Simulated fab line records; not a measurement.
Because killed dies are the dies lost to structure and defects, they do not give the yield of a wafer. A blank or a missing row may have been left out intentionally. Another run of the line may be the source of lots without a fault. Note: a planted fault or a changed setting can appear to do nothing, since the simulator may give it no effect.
fab line records + flow sky130
record
- lots=6
- wafers=18
- lastDay=49
route steps=708 shown VT_ADJUST_PCH@151 SONOS_TUNNEL@154 PAD_OPEN@708
lots that met no fault: taken from a fault-free run of the same line
startH: the number of hours between the record's first day and the start of the first shown wafer of the lot + waitH: hours from the lot's prior step to this one + " unchanged from the row above + L1.1+2: one row covering several wafers at once + - either no value or no given start + * or withheld: withheld + < > ~ a bound
route shown NAME@n: NAME is a module with steps in the file, n the number in the route of the first one + usual: average and standard deviation across the fault-free wafers + same: alike in all rows + chamber/n: place in a boat + sites: readings site by site + _std_site: the standard deviation of these + _edge_site: inner sites' mean taken away from outer sites' mean + radiusMm: for every site, how far away it sits from the centre of the wafer + mask NAME#n: copy n + behind: the tool/chamber that last shaped the wafer + hold: why the lot was held/for how many hours/how that ended + device: names the non-switching transistor (n, p or np) + end of line: the tests these same wafers got at the end of their route + step lacking rows: just its recipe + killed: count of dies lost to structure and defects at first sort (not the wafer's yield) + map: shows each die of a wafer: x if killed, . if not, _ if none is there
set.NAME: the run value of the setting; set.NAME@STEP: its run value at that earlier step + model.NAME: the simulator's own value behind a step, which no gauge read
lots at selected steps of the route; one table per step, one row per wafer
services: from which hour (startH, from the record's first day; less than 0 if before it) a tool's chamber was out of use, for how many hours, and why
## steps
# step SKY_VT_ADJUST_PCH_IMPLANT_08
# recipe
- species=B
- energyKev=10
- doseCm2=5e+11
- tiltDeg=withheld
# step SKY_VT_ADJUST_PCH_STRIP_09
# recipe
- chemistry=O2/N2
- powerW=1400
- pressureMtorr=1500
- platenTempC=withheld
- o2FlowSccm=3000
- n2FlowSccm=300
- overashFraction=0.5
# usual
- drypumpMotorCurrentA=5.5/0.46
- oesProductAu=0.723/0.0046
- stripTimeToEndpointS=36.93/0.13
| lot.wafer | tool           | chamber | startH | waitH | drypumpMotorCurrentA | oesProductAu | rfHoursCounterH | stripTimeToEndpointS |
|-----------|----------------|---------|--------|-------|----------------------|--------------|-----------------|----------------------|
| L973.1    | plasmaAsher-04 | 1       | 250.63 | 0.1   | 4.9                  | 0.724        | 13              | 36.75                |
| L973.4    | "              | 1       | "      | "     | 4.9                  | 0.728        | -               | 36.81                |
| L973.5    | "              | 1       | "      | "     | 4.9                  | 0.724        | -               | 36.89                |
| L978.4    | plasmaAsher-04 | 0       | 279.01 | 0.1   | 5.5                  | 0.725        | -               | 37.06                |
| L978.5    | "              | 1       | "      | "     | 4.9                  | 0.730        | -               | 36.96                |
| L978.6    | "              | 0       | "      | "     | 5.5                  | 0.721        | -               | 37.07                |
| L980.3    | plasmaAsher-04 | 1       | 298.71 | 0.1   | 4.9                  | 0.717        | -               | 37.05                |
| L980.5    | "              | 1       | "      | "     | 4.9                  | 0.724        | -               | 36.95                |
| L980.6    | "              | 0       | "      | "     | 5.5                  | 0.720        | -               | 37.01                |
| L982.1    | plasmaAsher-03 | 0       | 313.45 | 0.1   | 5.3                  | 0.719        | 51              | 36.89                |
| L982.3    | "              | 1       | "      | "     | 6.2                  | 0.725        | -               | 36.87                |
| L982.5    | "              | 1       | "      | "     | 6.2                  | 0.727        | -               | 36.79                |
| L987.1    | plasmaAsher-02 | 0       | 352.23 | 0.1   | 5.2                  | 0.717        | 66              | 37.13                |
| L987.4    | "              | 1       | "      | "     | 5.9                  | 0.719        | -               | 37.10                |
| L987.6    | "              | 0       | "      | "     | 5.2                  | 0.722        | -               | 37.02                |
| L991.1    | plasmaAsher-03 | 0       | 379.13 | 0.1   | 5.2                  | 0.720        | 58              | 37.25                |
| L991.4    | "              | 0       | "      | "     | 5.2                  | 0.720        | -               | 37.42                |
| L991.5    | "              | 1       | "      | "     | 6.2                  | 0.717        | -               | 37.20                |
# step SKY_VT_ADJUST_PCH_TW_MEAS_10
# usual
- VT_ADJUST_PCH_TW=141.8/0.62
| lot.wafer | tool         | chamber | startH | waitH | VT_ADJUST_PCH_TW |
|-----------|--------------|---------|--------|-------|------------------|
| L973.1    | filmMetro-01 | -       | 250.73 | 0.1   | 141.8            |
| L973.4    | "            | -       | "      | "     | 141.8            |
| L973.5    | "            | -       | "      | "     | 141.9            |
| L978.4    | filmMetro-03 | -       | 279.11 | 0.1   | 141.5            |
| L978.5    | "            | -       | "      | "     | 141.7            |
| L978.6    | "            | -       | "      | "     | 141.8            |
| L980.3    | filmMetro-03 | -       | 298.80 | 0.1   | 143.1            |
| L980.5    | "            | -       | "      | "     | 141.9            |
| L980.6    | "            | -       | "      | "     | 143.6            |
| L982.1    | filmMetro-01 | -       | 313.55 | 0.1   | 141.6            |
| L982.3    | "            | -       | "      | "     | 140.5            |
| L982.5    | "            | -       | "      | "     | 141.0            |
| L987.1    | filmMetro-02 | -       | 352.33 | 0.1   | 141.6            |
| L987.4    | "            | -       | "      | "     | 141.6            |
| L987.6    | "            | -       | "      | "     | 142.6            |
| L991.1    | filmMetro-03 | -       | 379.23 | 0.1   | 141.1            |
| L991.4    | "            | -       | "      | "     | 141.3            |
| L991.5    | "            | -       | "      | "     | 141.6            |
# step SKY_SONOS_TUNNEL_DEHYDRATE_00
# recipe
- tempC=200
- timeS=60
# step SKY_SONOS_TUNNEL_HMDS_01
# recipe
- primeTimeS=60
- primeTempC=120
# step SKY_SONOS_TUNNEL_COAT_02
# recipe
- resist=NOVOLAK
- spinRpm=3000
- resistThkNm=1140
# step SKY_SONOS_TUNNEL_SOFTBAKE_03
# recipe
- tempC=90
- timeS=60
- resist=NOVOLAK
# step SKY_SONOS_TUNNEL_EXPOSE_04
# recipe
- maskId=TUNM
- na=0.6
- sourceShape=conventional
- sigmaOuter=0.6
- polarization=unpolarized
- targetCdNm=410
- doseMj=136
# step SKY_SONOS_TUNNEL_PEB_05
# recipe
- tempC=withheld
- timeS=*
- resist=NOVOLAK
# step SKY_SONOS_TUNNEL_DEVELOP_06
# recipe
- resist=NOVOLAK
- developer=TMAH
- developTimeS=60
- devTempC=23
# step SKY_SONOS_TUNNEL_CD_MEAS_07
# recipe
- targetCdNm=410
# usual
- cdNm=410.4/2.3
| lot.wafer | tool     | chamber | startH | waitH | cdNm  |
|-----------|----------|---------|--------|-------|-------|
| L973.1    | cdSem-01 | -       | 275.29 | 0.1   | 410.4 |
| L973.4    | "        | -       | "      | "     | 408.9 |
| L973.5    | "        | -       | "      | "     | 410.7 |
| L978.4    | cdSem-02 | -       | 302.89 | 0.1   | 410.7 |
| L978.5    | "        | -       | "      | "     | 411.5 |
| L978.6    | "        | -       | "      | "     | 411.0 |
| L980.3    | cdSem-02 | -       | 324.93 | 0.1   | 409.7 |
| L980.5    | "        | -       | "      | "     | 409.4 |
| L980.6    | "        | -       | "      | "     | 407.5 |
| L982.1    | cdSem-01 | -       | 340.23 | 0.1   | 407.3 |
| L982.3    | "        | -       | "      | "     | 411.0 |
| L982.5    | "        | -       | "      | "     | 410.3 |
| L987.1    | cdSem-02 | -       | 379.53 | 0.1   | 411.3 |
| L987.4    | "        | -       | "      | "     | 410.7 |
| L987.6    | "        | -       | "      | "     | 410.4 |
| L991.1    | cdSem-01 | -       | 408.01 | 0.1   | 411.5 |
| L991.4    | "        | -       | "      | "     | 408.5 |
| L991.5    | "        | -       | "      | "     | 410.0 |
# step SKY_SONOS_TUNNEL_OVL_MEAS_08
# usual
- SONOS_TUNNEL_OVL=0.2/1.4
| lot.wafer | tool       | chamber | startH | waitH | SONOS_TUNNEL_OVL[nm] |
|-----------|------------|---------|--------|-------|----------------------|
| L973.1    | overlay-02 | -       | 275.41 | 0.1   | -2.0                 |
| L973.4    | "          | -       | "      | "     | -0.5                 |
| L973.5    | "          | -       | "      | "     | -0.5                 |
| L978.4    | overlay-01 | -       | 302.97 | 0.1   | 1.0                  |
| L978.5    | "          | -       | "      | "     | 1.5                  |
| L978.6    | "          | -       | "      | "     | 0.6                  |
| L980.3    | overlay-02 | -       | 325.03 | 0.1   | 1.8                  |
| L980.5    | "          | -       | "      | "     | -1.0                 |
| L980.6    | "          | -       | "      | "     | 0.3                  |
| L982.1    | overlay-02 | -       | 340.35 | 0.1   | 0.3                  |
| L982.3    | "          | -       | "      | "     | 0.5                  |
| L982.5    | "          | -       | "      | "     | 1.9                  |
| L987.1    | overlay-01 | -       | 379.65 | 0.1   | 1.8                  |
| L987.4    | "          | -       | "      | "     | 1.8                  |
| L987.6    | "          | -       | "      | "     | 2.3                  |
| L991.1    | overlay-02 | -       | 408.13 | 0.1   | 1.2                  |
| L991.4    | "          | -       | "      | "     | 2.8                  |
| L991.5    | "          | -       | "      | "     | 2.4                  |
# step SKY_SONOS_TUNNEL_IMPLANT_09
# recipe
- species=B
- energyKev=20
- doseCm2=1e+12
- tiltDeg=withheld
# usual
- faradayCurrentUA=5.65/0.12
| lot.wafer | tool         | chamber | startH | waitH | faradayCurrentUA |
|-----------|--------------|---------|--------|-------|------------------|
| L973.1    | implanter-02 | 0       | 275.45 | 0.0   | 5.76             |
| L973.4    | "            | 0       | "      | "     | 5.66             |
| L973.5    | "            | 0       | "      | "     | 5.37             |
| L978.4    | implanter-01 | 0       | 303.06 | 0.1   | 5.57             |
| L978.5    | "            | 0       | "      | "     | 5.82             |
| L978.6    | "            | 0       | "      | "     | 5.79             |
| L980.3    | implanter-01 | 0       | 325.10 | 0.1   | 5.77             |
| L980.5    | "            | 0       | "      | "     | 5.63             |
| L980.6    | "            | 0       | "      | "     | 5.68             |
| L982.1    | implanter-01 | 0       | 340.38 | 0.0   | 5.71             |
| L982.3    | "            | 0       | "      | "     | 6.01             |
| L982.5    | "            | 0       | "      | "     | 5.55             |
| L987.1    | implanter-02 | 0       | 379.68 | 0.0   | 5.69             |
| L987.4    | "            | 0       | "      | "     | 5.55             |
| L987.6    | "            | 0       | "      | "     | 5.77             |
| L991.1    | implanter-01 | 0       | 408.17 | 0.0   | 5.62             |
| L991.4    | "            | 0       | "      | "     | 5.75             |
| L991.5    | "            | 0       | "      | "     | 5.73             |
# step SKY_SONOS_TUNNEL_WET_ETCH_10
# recipe
- chemistry=dHF
- targetDepthNm=14
- target=SiO2
- dilution=100:1
- tempC=25
- timeS=280
# step SKY_SONOS_TUNNEL_STRIP_11
# recipe
- chemistry=SPM
- timeS=600
- tempC=130
# step SKY_SONOS_TUNNEL_TW_MEAS_12
# usual
- SONOS_TUNNEL_TW=197.2/1.7
| lot.wafer | tool         | chamber | startH | waitH | SONOS_TUNNEL_TW |
|-----------|--------------|---------|--------|-------|-----------------|
| L973.1    | filmMetro-03 | -       | 275.88 | 0.0   | 195.5           |
| L973.4    | "            | -       | "      | "     | 195.9           |
| L973.5    | "            | -       | "      | "     | 195.9           |
| L978.4    | filmMetro-03 | -       | 303.43 | 0.0   | 196.8           |
| L978.5    | "            | -       | "      | "     | 197.0           |
| L978.6    | "            | -       | "      | "     | 196.8           |
| L980.3    | filmMetro-04 | -       | 325.48 | 0.0   | 183.4           |
| L980.5    | "            | -       | "      | "     | 182.9           |
| L980.6    | "            | -       | "      | "     | 182.4           |
| L982.1    | filmMetro-03 | -       | 340.80 | 0.0   | 179.6           |
| L982.3    | "            | -       | "      | "     | 181.7           |
| L982.5    | "            | -       | "      | "     | 181.2           |
| L987.1    | filmMetro-03 | -       | 380.11 | 0.0   | 196.3           |
| L987.4    | "            | -       | "      | "     | 195.6           |
| L987.6    | "            | -       | "      | "     | 196.3           |
| L991.1    | filmMetro-02 | -       | 408.66 | 0.0   | 196.2           |
| L991.4    | "            | -       | "      | "     | 195.5           |
| L991.5    | "            | -       | "      | "     | 196.5           |
# step SKY_SONOS_TUNNEL_CLEAN_13
# recipe
- chemistry=dHF
- timeS=20
- dilution=100:1
- dry=ipaMarangoni
# step SKY_PAD_OPEN_PROBE_99
# usual
- killed_at_M0_to_M3=44/7.3
- killed_at_M4_up=3.4/1.8
- killedAtContacts=24/5.8
- killedAtFrontEnd=15/4.9
- killedAtOther=0.4/0.63
- killedDies=86/11
- killedOpen=47/8
- killedShort=39/6.5
# same
- grossDies=492
- killedAtBackSide=0
| lot.wafer | tool      | chamber | startH  | waitH | killed_at_M0_to_M3 | killed_at_M4_up | killedAtContacts | killedAtFrontEnd | killedAtOther | killedDies | killedOpen | killedShort | model.etest.tipSonos.rsOhmSqRange | model.etest.tipSonos.rsOhmSqRimLessCentre | model.etest.sonosUncharged.rOnOhmUm | model.etest.sonosProgrammed.offLog10AUm | model.etest.sonosProgrammed.vtV | model.etest.sonosBaked.vtV | model.etest.sonosUncharged.vtV | model.etest.sonosErased.vtV |
|-----------|-----------|---------|---------|-------|--------------------|-----------------|------------------|------------------|---------------|------------|------------|-------------|-----------------------------------|-------------------------------------------|-------------------------------------|-----------------------------------------|---------------------------------|----------------------------|--------------------------------|-----------------------------|
| L973.1    | prober-02 | -       | 1106.75 | 0.1   | 50                 | 4               | 19               | 11               | 1             | 85         | 45         | 40          | 53.22                             | -9.32                                     | 812                                 | -14.01                                  | 1.472                           | 0.9379                     | -0.4578                        | -2.326                      |
| L973.4    | prober-02 | -       | 1106.90 | 0.2   | 42                 | 3               | 23               | 10               | 1             | 79         | 32         | 46          | 51.49                             | -45.07                                    | 812.7                               | -14                                     | 1.422                           | 0.9586                     | -0.4508                        | -2.354                      |
| L973.5    | prober-02 | -       | 1106.95 | 0.2   | 54                 | 2               | 19               | 11               | 0             | 86         | 50         | 35          | 38.74                             | -13.67                                    | 839.2                               | -13.88                                  | 1.391                           | 0.8999                     | -0.3703                        | -2.278                      |
| L978.4    | prober-01 | -       | 1119.08 | 0.2   | 38                 | 5               | 29               | 17               | 0             | 89         | 54         | 34          | 36.19                             | -7.511                                    | 785.9                               | -14.01                                  | 1.378                           | 0.9157                     | -0.4885                        | -2.269                      |
| L978.5    | prober-01 | -       | 1119.13 | 0.2   | 36                 | 4               | 19               | 16               | 2             | 77         | 42         | 34          | 33.82                             | 6.974                                     | 797                                 | -13.9                                   | 1.455                           | 0.9656                     | -0.4602                        | -2.253                      |
| L978.6    | prober-01 | -       | 1119.18 | 0.2   | 35                 | 3               | 28               | 19               | 0             | 85         | 39         | 43          | 38.71                             | -12.87                                    | 805.4                               | -13.86                                  | 1.441                           | 0.945                      | -0.4538                        | -2.266                      |
| L980.3    | prober-02 | -       | 1135.46 | 0.2   | 40                 | 2               | 32               | 17               | 0             | 91         | 56         | 34          | 119.1                             | 30.4                                      | 785.6                               | -13.41                                  | 1.406                           | 0.8975                     | -0.5384                        | -2.471                      |
| L980.5    | prober-02 | -       | 1135.56 | 0.2   | 54                 | 7               | 26               | 10               | 0             | 97         | 45         | 52          | 107.1                             | 19.79                                     | 771.7                               | -13.16                                  | 1.379                           | 0.8276                     | -0.5752                        | -2.438                      |
| L980.6    | prober-02 | -       | 1135.61 | 0.2   | 31                 | 4               | 21               | 15               | 0             | 71         | 36         | 35          | 105.1                             | 11.43                                     | 762.7                               | -12.72                                  | 1.329                           | 0.8421                     | -0.5774                        | -2.403                      |
| L987.1    | prober-02 | -       | 1172.98 | 0.1   | 53                 | 2               | 29               | 22               | 0             | 106        | 61         | 45          | 36.23                             | -19.85                                    | 803.2                               | -14.02                                  | 1.581                           | 1.031                      | -0.4454                        | -2.438                      |
| L987.4    | prober-02 | -       | 1173.13 | 0.2   | 48                 | 2               | 21               | 19               | 3             | 93         | 53         | 40          | 41.94                             | -12.37                                    | 817.9                               | -13.88                                  | 1.446                           | 0.9389                     | -0.45                          | -2.342                      |
| L987.6    | prober-02 | -       | 1173.23 | 0.2   | 47                 | 3               | 28               | 22               | 0             | 100        | 64         | 36          | 36.61                             | 22.79                                     | 809.1                               | -13.98                                  | 1.498                           | 0.9683                     | -0.4761                        | -2.371                      |
| L991.1    | prober-01 | -       | 1185.10 | 0.1   | 35                 | 1               | 30               | 11               | 1             | 78         | 40         | 38          | 26.91                             | -20.71                                    | 788.1                               | -13.99                                  | 1.519                           | 0.9807                     | -0.4784                        | -2.264                      |
| L991.4    | prober-01 | -       | 1185.25 | 0.2   | 46                 | 3               | 24               | 20               | 0             | 93         | 44         | 48          | 43.16                             | 13.63                                     | 794.3                               | -14.02                                  | 1.482                           | 0.9631                     | -0.4335                        | -2.311                      |
| L991.5    | prober-01 | -       | 1185.30 | 0.2   | 35                 | 0               | 19               | 19               | 0             | 73         | 40         | 33          | 15.64                             | -5.789                                    | 784.4                               | -14                                     | 1.486                           | 0.9669                     | -0.4562                        | -2.34                       |
# killed by level:class
L973.1 CONTACT:geometricParticle:open=10 VIA3:geometricParticle:open=10 VIA2:geometricParticle:open=9 METAL2:geometricParticle:short=8 METAL1:geometricParticle:short=6 VIA1:geometricParticle:open=6 VIA1:geometricParticle:short=5 LI_CONTACT:geometricParticle:open=4
L973.4 VIA1:geometricParticle:short=10 CONTACT:geometricParticle:open=9 METAL1:geometricParticle:short=8 VIA1:geometricParticle:open=7 LOCAL_INTERCONNECT:geometricParticle:short=4 METAL2:geometricParticle:short=4 LI_CONTACT:geometricParticle:open=3 LI_CONTACT:geometricParticle:short=3
L973.5 VIA1:geometricParticle:open=19 VIA1:geometricParticle:short=8 VIA2:geometricParticle:open=7 CONTACT:geometricParticle:open=6 VIA3:geometricParticle:open=6 LOCAL_INTERCONNECT:geometricParticle:short=5 METAL2:geometricParticle:short=5 FIELD_ISO:geometricParticle:open=4
L978.4 CONTACT:geometricParticle:open=11 VIA1:geometricParticle:open=8 POLY_GATE:geometricParticle:open=8 LI_CONTACT:geometricParticle:open=8 VIA3:geometricParticle:open=7 VIA1:geometricParticle:short=6 LOCAL_INTERCONNECT:geometricParticle:short=4 LI_CONTACT:geometricParticle:short=4
L978.5 CONTACT:geometricParticle:open=8 METAL1:geometricParticle:short=6 VIA3:geometricParticle:open=6 CONTACT:geometricParticle:short=5 METAL2:geometricParticle:short=5 VIA2:geometricParticle:short=5 FIELD_ISO:geometricParticle:open=4 LI_CONTACT:geometricParticle:open=4
L978.6 CONTACT:geometricParticle:open=9 LOCAL_INTERCONNECT:geometricParticle:short=7 VIA2:geometricParticle:open=7 VIA1:geometricParticle:open=6 FIELD_ISO:geometricParticle:short=5 POLY_GATE:geometricParticle:short=4 LI_CONTACT:geometricParticle:open=4 LI_CONTACT:geometricParticle:short=4
L980.3 LI_CONTACT:geometricParticle:open=10 CONTACT:geometricParticle:open=9 METAL2:geometricParticle:short=8 VIA3:geometricParticle:open=8 FIELD_ISO:geometricParticle:short=5 FIELD_ISO:geometricParticle:open=5 VIA1:geometricParticle:short=5 VIA1:geometricParticle:open=5
L980.5 VIA1:geometricParticle:open=14 METAL1:geometricParticle:short=10 CONTACT:geometricParticle:open=8 CONTACT:geometricParticle:short=8 METAL4:geometricParticle:short=7 VIA1:geometricParticle:short=5 LI_CONTACT:geometricParticle:open=5 VIA2:geometricParticle:open=5
L980.6 VIA1:geometricParticle:open=8 CONTACT:geometricParticle:open=6 METAL2:geometricParticle:short=5 LI_CONTACT:geometricParticle:open=5 VIA3:geometricParticle:open=5 FIELD_ISO:geometricParticle:short=4 FIELD_ISO:geometricParticle:open=4 POLY_GATE:geometricParticle:short=4
L987.1 CONTACT:geometricParticle:open=12 VIA3:geometricParticle:open=12 VIA1:geometricParticle:open=8 FIELD_ISO:geometricParticle:open=7 LI_CONTACT:geometricParticle:open=7 POLY_GATE:geometricParticle:short=6 CONTACT:geometricParticle:short=6 METAL2:geometricParticle:short=6
L987.4 VIA1:geometricParticle:open=11 VIA2:geometricParticle:open=10 CONTACT:geometricParticle:open=8 FIELD_ISO:geometricParticle:open=6 FIELD_ISO:geometricParticle:short=5 LI_CONTACT:geometricParticle:open=5 VIA2:geometricParticle:short=5 CONTACT:geometricParticle:short=5
L987.6 VIA1:geometricParticle:open=15 CONTACT:geometricParticle:open=11 LI_CONTACT:geometricParticle:open=11 VIA1:geometricParticle:short=8 POLY_GATE:geometricParticle:open=6 POLY_GATE:geometricParticle:short=6 VIA2:geometricParticle:open=6 VIA3:geometricParticle:open=6
L991.1 CONTACT:geometricParticle:open=11 VIA1:geometricParticle:open=8 LOCAL_INTERCONNECT:geometricParticle:short=7 VIA3:geometricParticle:open=7 CONTACT:geometricParticle:short=6 LI_CONTACT:geometricParticle:open=5 METAL2:geometricParticle:short=4 FIELD_ISO:geometricParticle:open=3
L991.4 VIA2:geometricParticle:open=9 VIA1:geometricParticle:open=8 CONTACT:geometricParticle:short=7 FIELD_ISO:geometricParticle:short=6 FIELD_ISO:geometricParticle:open=5 LOCAL_INTERCONNECT:geometricParticle:short=5 LI_CONTACT:geometricParticle:open=5 VIA1:geometricParticle:short=5
L991.5 VIA1:geometricParticle:open=8 FIELD_ISO:geometricParticle:open=7 CONTACT:geometricParticle:open=7 VIA1:geometricParticle:short=7 LI_CONTACT:geometricParticle:open=6 FIELD_ISO:geometricParticle:short=4 VIA2:geometricParticle:open=4 POLY_GATE:geometricParticle:short=3
## services
| tool           | chamber | startH | hours | kind   |
|----------------|---------|--------|-------|--------|
| implanter-01   | -       | 256.46 | 1.9   | repair |
| implanter-02   | -       | 258.40 | 2.5   | pm     |
| plasmaAsher-03 | -       | 272.52 | 2.7   | repair |
| plasmaAsher-03 | -       | 273.02 | 6.1   | repair |
| implanter-02   | -       | 273.36 | 0.7   | repair |
| implanter-02   | -       | 296.57 | 1.1   | repair |
| implanter-02   | -       | 302.04 | 6.3   | pm     |
| implanter-01   | -       | 303.45 | 5.6   | repair |
| plasmaAsher-04 | -       | 318.06 | 2.7   | repair |
| implanter-02   | -       | 322.87 | 3.6   | repair |
| plasmaAsher-03 | -       | 328.90 | 1.2   | repair |
| implanter-01   | -       | 352.50 | 4.6   | pm     |
| plasmaAsher-02 | -       | 359.23 | 0.4   | repair |
| implanter-02   | -       | 372.02 | 5.4   | repair |
## key
firstSign
- step=SKY_SONOS_TUNNEL_TW_MEAS_12
- reading=SONOS_TUNNEL_TW
- direction=down
- sigmas=9.2
- usual=197.2
- struck=181.9
effect none on later readings
modelEffect
- step=SKY_PAD_OPEN_PROBE_99
- value=etest.tipSonos.rsOhmSqRange
- without=53.92
- struck=110.4
metAt SKY_SONOS_TUNNEL_IMPLANT_09
struckWafers L980.3,L980.5,L980.6,L982.1,L982.3,L982.5
rowsEnd L982.1,L982.3,L982.5
testerLeftOut L980
onsetBetween 303.06 325.10
fault
- kind=processParameterDrift
- tool=implanter-01
- chamber=-
- onsetH=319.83
- steps=SKY_SONOS_TUNNEL_IMPLANT_09
- channel=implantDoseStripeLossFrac
- offset=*
- shape=step
- endH=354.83
# testerLeftOut: of these lots the tester's yield and bins aren't shown, on N5 and GAA mostly nor the transistor test; their killed dies are dies lost to structure and defects alone, not to doping, threshold or leakage, so they don't give the yield
# rowsEnd: these wafers met a further fault down the route, and their rows from its step on are left out
